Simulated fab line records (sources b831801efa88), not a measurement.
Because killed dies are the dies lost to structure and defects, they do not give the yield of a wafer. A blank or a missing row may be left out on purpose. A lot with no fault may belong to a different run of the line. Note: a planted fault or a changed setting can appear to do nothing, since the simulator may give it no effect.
What tool caused it? -- flow sky130 -- 72 wafers from 24 lots sampled at 6 of the route's 708 steps

## WHAT EACH GAUGE READ, for each wafer
SKY_METAL2_CD_MEAS_15: the cd target is 140 nm. Usual: cd_nm reads 140.1 nm (standard deviation 1.5).
lot,measured,on,cd_nm (nm),flag
L074,day 35 10:26,cd_sem-01,139.2 141.1 138.8,
L075,day 35 11:50,cd_sem-01,140.6 140.8 140.3,
L076,day 35 14:44,cd_sem-01,138.8 136.0 137.0,
L077,day 36 02:17,cd_sem-02,140.9 140.2 140.9,
L078,day 36 09:55,cd_sem-01,137.2 139.5 140.3,
L079,day 36 16:40,cd_sem-01,141.6 140.6 138.7,
L080,day 36 21:59,cd_sem-02,141.0 141.2 141.9,
L081,day 37 09:02,cd_sem-01,141.9 140.9 142.1,
L082,day 37 16:55,cd_sem-01,139.7 140.3 139.0,
L083,day 38 06:32,cd_sem-01,138.4 138.5 140.2,
L084,day 38 06:50,cd_sem-02,142.0 141.7 142.9,
L085,day 38 16:51,cd_sem-02,142.1 140.0 139.6,
L086,day 38 22:20,cd_sem-02,139.4 139.6 140.0,
L087,day 40 05:14,cd_sem-01,137.7 140.6 140.8,
L088,day 40 06:22,cd_sem-01,138.2 139.8 138.2,
L089,day 40 06:44,cd_sem-01,138.0 138.0 138.1,
L090,day 40 06:58,cd_sem-02,140.8 140.9 140.3,
L091,day 40 07:20,cd_sem-01,139.7 139.0 138.8,
L092,day 40 10:04,cd_sem-02,139.8 139.2 140.7,
L093,day 40 13:02,cd_sem-02,141.7 141.6 141.0,
L094,day 40 22:38,cd_sem-01,142.3 144.3 140.7,
L095,day 41 10:47,cd_sem-02,138.5 138.6 138.9,
L096,day 41 19:47,cd_sem-01,142.0 140.0 141.0,
L097,day 41 21:02,cd_sem-02,141.7 143.5 141.1,

SKY_CAPM_RS_MEAS_03: measurement is done with a four-point probe. Usual: for CAPM_TIN_RS the level is 6.91 ohm/sq and the standard deviation is 0.079.
lot,measured,on,CAPM_TIN_RS (ohm/sq),flag
L074,day 36 15:22,film_metro-04,7.06 7.03 7.04,
L075,day 36 18:08,film_metro-04,6.81 6.82 6.90,
L076,day 36 20:47,film_metro-02,6.97 6.88 6.94,
L077,day 37 08:11,film_metro-03,6.87 6.86 6.77,
L078,day 37 15:47,film_metro-03,6.94 6.94 6.96,
L079,day 37 22:25,film_metro-02,6.93 6.96 6.97,
L080,day 38 03:33,film_metro-03,6.83 6.82 6.82,
L081,day 38 14:16,film_metro-03,6.96 7.01 6.93,
L082,day 38 21:22,film_metro-02,6.99 6.95 6.90,
L083,day 39 10:16,film_metro-03,6.97 6.93 6.90,
L084,day 39 10:18,film_metro-04,6.79 6.85 6.86,
L085,day 39 21:19,film_metro-02,6.97 6.96 6.93,
L086,day 40 02:13,film_metro-02,6.83 6.84 6.86,
L087,day 41 09:01,film_metro-04,6.89 6.79 6.84,
L088,day 41 10:12,film_metro-04,6.82 6.83 6.86,
L089,day 41 10:32,film_metro-04,6.98 7.00 6.94,
L090,day 41 10:48,film_metro-03,7.03 7.07 7.13,
L091,day 41 11:10,film_metro-04,6.90 6.87 6.87,
L092,day 41 14:01,film_metro-02,7.03 7.03 7.00,
L093,day 41 16:39,film_metro-03,6.89 6.82 6.90,
L094,day 42 01:43,film_metro-03,6.97 6.96 6.92,
L095,day 42 14:26,film_metro-02,6.76 6.81 6.75,
L096,day 42 22:37,film_metro-02,6.90 6.92 6.95,
L097,day 43 00:34,film_metro-03,6.94 6.94 6.94,

## WHAT TOOL EACH LOT RAN ON (gives the tool, then ch and the chambers of the sampled wafers, and finally the start)
lot,SKY_CONTACT_STRIP_19,SKY_METAL2_SPUTTER_00,SKY_METAL2_METAL_ETCH_19,SKY_METAL3_SPUTTER_04
L074,"plasma_asher-03 ch 0, day 31 22:39","pvd_sputter-02, day 34 08:08","rie_metal-04 ch 0, day 35 10:40","pvd_sputter-02, day 36 15:06"
L075,"plasma_asher-02 ch 0,1, day 31 23:46","pvd_sputter-02, day 34 09:26","rie_metal-03 ch 0,1, day 35 12:07","pvd_sputter-02, day 36 17:54"
L076,"plasma_asher-03 ch 0,1, day 32 03:30","pvd_sputter-01, day 34 12:11","rie_metal-03 ch 0,1, day 35 14:58","pvd_sputter-03, day 36 20:32"
L077,"plasma_asher-02 ch 0,1, day 32 14:03","pvd_sputter-04, day 34 23:53","rie_metal-04 ch 0,1, day 36 02:31","pvd_sputter-04, day 37 07:55"
L078,"plasma_asher-04 ch 0,1, day 32 20:33","pvd_sputter-04, day 35 07:46","rie_metal-03 ch 0, day 36 10:15","pvd_sputter-04, day 37 15:33"
L079,"plasma_asher-03 ch 0,1, day 33 05:56","pvd_sputter-04, day 35 14:15","rie_metal-01 ch 0, day 36 17:04","pvd_sputter-02, day 37 22:07"
L080,"plasma_asher-03 ch 0,1, day 33 10:24","pvd_sputter-04, day 35 19:36","rie_metal-01 ch 0,1, day 36 22:14","pvd_sputter-02, day 38 03:19"
L081,"plasma_asher-02 ch 0,1, day 33 20:54","pvd_sputter-04, day 36 06:23","rie_metal-01 ch 0,1, day 37 09:16","pvd_sputter-02, day 38 14:00"
L082,"plasma_asher-04 ch 0,1, day 34 05:46","pvd_sputter-01, day 36 14:16","rie_metal-03 ch 0, day 37 17:10","pvd_sputter-04, day 38 21:08"
L083,"plasma_asher-03 ch 0,1, day 34 19:35","pvd_sputter-04, day 37 04:53","rie_metal-04 ch 1, day 38 06:54","pvd_sputter-02, day 39 09:58"
L084,"plasma_asher-02 ch 0,1, day 34 19:57","pvd_sputter-02, day 37 04:55","rie_metal-03 ch 0,1, day 38 07:04","pvd_sputter-03, day 39 10:02"
L085,"plasma_asher-04 ch 0,1, day 35 06:46","pvd_sputter-02, day 37 15:16","rie_metal-04 ch 1, day 38 17:13","pvd_sputter-03, day 39 21:03"
L086,"plasma_asher-03 ch 1, day 35 11:54","pvd_sputter-04, day 37 20:41","rie_metal-01 ch 0,1, day 38 22:34","pvd_sputter-03, day 40 01:57"
L087,"plasma_asher-02 ch 0,1, day 36 21:33","pvd_sputter-02, day 39 04:23","rie_metal-03 ch 0,1, day 40 05:28","pvd_sputter-03, day 41 08:46"
L088,"plasma_asher-03 ch 0,1, day 36 21:39","pvd_sputter-04, day 39 05:22","rie_metal-04 ch 0,1, day 40 06:37","pvd_sputter-04, day 41 09:58"
L089,"plasma_asher-02 ch 0,1, day 36 21:55","pvd_sputter-01, day 39 05:43","rie_metal-03 ch 0,1, day 40 06:58","pvd_sputter-02, day 41 10:16"
L090,"plasma_asher-04 ch 0,1, day 36 23:03","pvd_sputter-02, day 39 06:05","rie_metal-01 ch 0,1, day 40 07:13","pvd_sputter-02, day 41 10:34"
L091,"plasma_asher-03 ch 0,1, day 37 00:00","pvd_sputter-01, day 39 06:23","rie_metal-04 ch 0,1, day 40 07:34","pvd_sputter-04, day 41 10:54"
L092,"plasma_asher-02 ch 0,1, day 37 01:54","pvd_sputter-01, day 39 09:09","rie_metal-03 ch 0,1, day 40 10:19","pvd_sputter-02, day 41 13:47"
L093,"plasma_asher-02 ch 0,1, day 37 05:07","pvd_sputter-04, day 39 12:25","rie_metal-04 ch 0,1, day 40 13:16","pvd_sputter-03, day 41 16:21"
L094,"plasma_asher-04 ch 0,1, day 37 15:48","pvd_sputter-04, day 39 21:34","rie_metal-04 ch 0,1, day 40 22:53","pvd_sputter-02, day 42 01:28"
L095,"plasma_asher-02 ch 0,1, day 38 03:31","pvd_sputter-02, day 40 10:09","rie_metal-04 ch 0,1, day 41 11:02","pvd_sputter-03, day 42 14:12"
L096,"plasma_asher-03 ch 0,1, day 38 15:39","pvd_sputter-01, day 40 20:29","rie_metal-04 ch 1, day 41 20:01","pvd_sputter-03, day 42 22:20"
L097,"plasma_asher-04 ch 0,1, day 38 16:12","pvd_sputter-02, day 40 21:08","rie_metal-01 ch 1, day 41 21:23","pvd_sputter-03, day 43 00:18"
- SKY_CONTACT_STRIP_19: strips in O2/N2.
- SKY_METAL2_SPUTTER_00: material Ti, target thk 15 nm, time 10 s.
- SKY_METAL2_METAL_ETCH_19: etches the open film in Cl2/BCl3, stops on SiO2, target depth 360 nm, time 78 s.
- SKY_METAL3_SPUTTER_04: material TiN, target thk 70 nm, time 58.3 s.

## WHAT THE TOOLS THEMSELVES READ (means of the sampled wafers that have a number; where no wafer has one, the mark that the record gives instead)
SKY_CONTACT_STRIP_19. Usual: drypump_motor_current_A 5.8 A, standard deviation 0.53; oes_product_au 0.380 a.u., standard deviation 0.0053; strip_time_to_endpoint_s 3.621 s, standard deviation 0.026.
lot,tool,drypump_motor_current_A (A),oes_product_au (a.u.),strip_time_to_endpoint_s (s),flag
L074,plasma_asher-03,5.2,0.385,3.664,
L075,plasma_asher-02,6.0,0.385,3.605,
L076,plasma_asher-03,5.6,0.389,3.635,
L077,plasma_asher-02,5.5,0.383,3.636,
L078,plasma_asher-04,5.8,0.381,3.635,
L079,plasma_asher-03,5.9,0.386,3.666,
L080,plasma_asher-03,5.6,0.377,3.634,
L081,plasma_asher-02,5.5,0.380,3.647,
L082,plasma_asher-04,5.8,0.381,3.636,
L083,plasma_asher-03,5.9,0.381,3.609,
L084,plasma_asher-02,5.5,0.379,3.638,
L085,plasma_asher-04,5.9,0.383,3.650,
L086,plasma_asher-03,6.3,0.376,3.610,
L087,plasma_asher-02,6.0,0.379,3.601,
L088,plasma_asher-03,5.9,0.383,3.611,
L089,plasma_asher-02,6.0,0.382,3.609,
L090,plasma_asher-04,5.8,0.383,3.609,
L091,plasma_asher-03,5.6,0.381,3.605,
L092,plasma_asher-02,6.0,0.378,3.613,
L093,plasma_asher-02,6.0,0.377,3.575,
L094,plasma_asher-04,5.8,0.382,3.603,
L095,plasma_asher-02,5.5,0.375,3.604,
L096,plasma_asher-03,5.6,0.383,3.626,
L097,plasma_asher-04,5.9,0.379,3.607,

SKY_METAL2_SPUTTER_00. Usual: throttle_valve_pct reads 29.7 % (standard deviation 1.1).
lot,tool,throttle_valve_pct (%),flag
L074,pvd_sputter-02,28.6,
L075,pvd_sputter-02,29.0,
L076,pvd_sputter-01,29.8,
L077,pvd_sputter-04,30.9,
L078,pvd_sputter-04,29.6,
L079,pvd_sputter-04,29.8,
L080,pvd_sputter-04,30.5,
L081,pvd_sputter-04,29.8,
L082,pvd_sputter-01,30.0,
L083,pvd_sputter-04,30.8,
L084,pvd_sputter-02,30.0,
L085,pvd_sputter-02,30.1,
L086,pvd_sputter-04,30.4,
L087,pvd_sputter-02,29.1,
L088,pvd_sputter-04,29.3,
L089,pvd_sputter-01,30.5,
L090,pvd_sputter-02,28.5,
L091,pvd_sputter-01,30.2,
L092,pvd_sputter-01,30.3,
L093,pvd_sputter-04,29.6,
L094,pvd_sputter-04,30.8,
L095,pvd_sputter-02,28.6,
L096,pvd_sputter-01,30.4,
L097,pvd_sputter-02,28.9,

SKY_METAL2_METAL_ETCH_19. Usual: drypump_motor_current_A 6.0 A, standard deviation 0.44; oes_product_au 0.855 a.u., standard deviation 0.0056; throttle_valve_pct 22.264 %, standard deviation 0.0083.
lot,tool,drypump_motor_current_A (A),oes_product_au (a.u.),throttle_valve_pct (%),flag
L074,rie_metal-04,5.8,0.857,22.263,
L075,rie_metal-03,5.5,0.854,22.270,
L076,rie_metal-03,5.5,0.848,22.263,
L077,rie_metal-04,6.3,0.856,22.267,
L078,rie_metal-03,5.6,0.860,22.263,
L079,rie_metal-01,6.4,0.858,22.267,
L080,rie_metal-01,6.3,0.846,22.261,
L081,rie_metal-01,6.3,0.852,22.273,
L082,rie_metal-03,5.6,0.857,22.261,
L083,rie_metal-04,6.6,0.853,22.265,
L084,rie_metal-03,5.4,0.857,22.267,
L085,rie_metal-04,6.6,0.852,22.268,
L086,rie_metal-01,6.3,0.850,22.268,
L087,rie_metal-03,5.5,0.856,22.267,
L088,rie_metal-04,6.3,0.851,22.262,
L089,rie_metal-03,5.5,0.860,22.266,
L090,rie_metal-01,6.3,0.858,22.262,
L091,rie_metal-04,6.1,0.856,22.264,
L092,rie_metal-03,5.5,0.851,22.260,
L093,rie_metal-04,6.1,0.855,22.264,
L094,rie_metal-04,6.3,0.851,22.268,
L095,rie_metal-04,6.1,0.855,22.259,
L096,rie_metal-04,6.6,0.857,22.266,
L097,rie_metal-01,6.2,0.859,22.254,

SKY_METAL3_SPUTTER_04. Usual: throttle_valve_pct reads 29.9 % (standard deviation 1.1).
lot,tool,throttle_valve_pct (%),flag
L074,pvd_sputter-02,30.1,
L075,pvd_sputter-02,29.5,
L076,pvd_sputter-03,30.3,
L077,pvd_sputter-04,30.7,
L078,pvd_sputter-04,29.1,
L079,pvd_sputter-02,29.5,
L080,pvd_sputter-02,29.7,
L081,pvd_sputter-02,29.0,
L082,pvd_sputter-04,29.6,
L083,pvd_sputter-02,29.7,
L084,pvd_sputter-03,30.4,
L085,pvd_sputter-03,30.2,
L086,pvd_sputter-03,30.5,
L087,pvd_sputter-03,30.4,
L088,pvd_sputter-04,30.4,
L089,pvd_sputter-02,29.0,
L090,pvd_sputter-02,29.1,
L091,pvd_sputter-04,29.6,
L092,pvd_sputter-02,29.8,
L093,pvd_sputter-03,30.5,
L094,pvd_sputter-02,29.5,
L095,pvd_sputter-03,30.4,
L096,pvd_sputter-03,30.4,
L097,pvd_sputter-03,30.6,

## THE ANSWER, worked out from the rows above alone
Rule: take the mean of a lot's wafers that have a number; if it is more than 3 standard deviations from the usual mean, the lot is off. A lot without any number at a reading at which 4 lots or more have one is off too. Where the step has rows for the other lots, those lots are counted as sound. Order of review: gauges by route order, followed by the tools' own readings, for which a lot's mean as printed above is used. At the first step where some lot is off, the reading lying furthest off is the one used; lots without a number count as furthest.
No lot is off on any of the readings shown, so nothing can be concluded from this.

## WHAT WAS PUT IN BY THE SIMULATOR
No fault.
